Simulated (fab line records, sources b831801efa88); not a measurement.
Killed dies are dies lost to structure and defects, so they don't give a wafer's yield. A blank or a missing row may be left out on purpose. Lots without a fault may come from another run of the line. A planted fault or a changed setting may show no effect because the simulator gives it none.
Chamber matching | flow gf180mcu | GF_POLY_GATE_ETCH_12 on rie_diel-04: 4 sister chambers
The step etches BARC in N2/H2. 8 wafers are shown with their chamber, then 7 later ones without.

WAFERS WITH THEIR CHAMBER
wafer  | chamber | drypump_motor_current_A (A) | oes_product_au (a.u.)
L264.2 | 1       | 5.8                         | 0.738
L264.5 | 0       | 5.1                         | 0.732
L264.6 | 3       | 5.4                         | 0.748
L267.1 | 1       | 5.7                         | 0.728
L267.2 | 2       | 5.2                         | 0.736
L267.4 | 0       | 5.1                         | 0.730
L269.1 | 3       | 5.4                         | 0.735
L269.3 | 2       | 5.2                         | 0.736

WAFERS WITHOUT THEIR CHAMBER
wafer  | drypump_motor_current_A (A) | oes_product_au (a.u.)
L269.6 | 5.4                         | 0.733
L270.1 | 5.4                         | 0.736
L270.3 | 5.2                         | 0.733
L270.4 | 5.2                         | 0.746
L272.1 | 5.4                         | 0.728
L272.2 | 5.8                         | 0.736
L272.3 | 5.1                         | 0.736

WHICH CHAMBER EACH WENT THROUGH
wafer  | from the rows above     | in truth
L269.6 | 3                       | 3
L270.1 | 3                       | 3
L270.3 | 2                       | 2
L270.4 | 2                       | 2
L272.1 | 3                       | 3
L272.2 | 1                       | 1
L272.3 | can't be placed: 0 or 2 | 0
Placed correctly: 6 of 7. Can't be placed from these rows: 1 (the true chamber is among the candidates in 1). Placed wrongly: 0.
How it was worked out, from the rows above alone: a wafer's distance from a chamber is the root of the sum, over the readings, of the square of ((its reading less the chamber's mean) divided by the reading's scatter). The wafer belongs to the nearest chamber; if the next one is less than 2 further off, it can't be placed. A chamber's mean is the mean of its shown wafers. The scatter: the root of (the sum of the squares of (reading less its chamber's mean) over the shown wafers, divided by (wafers less chambers)).
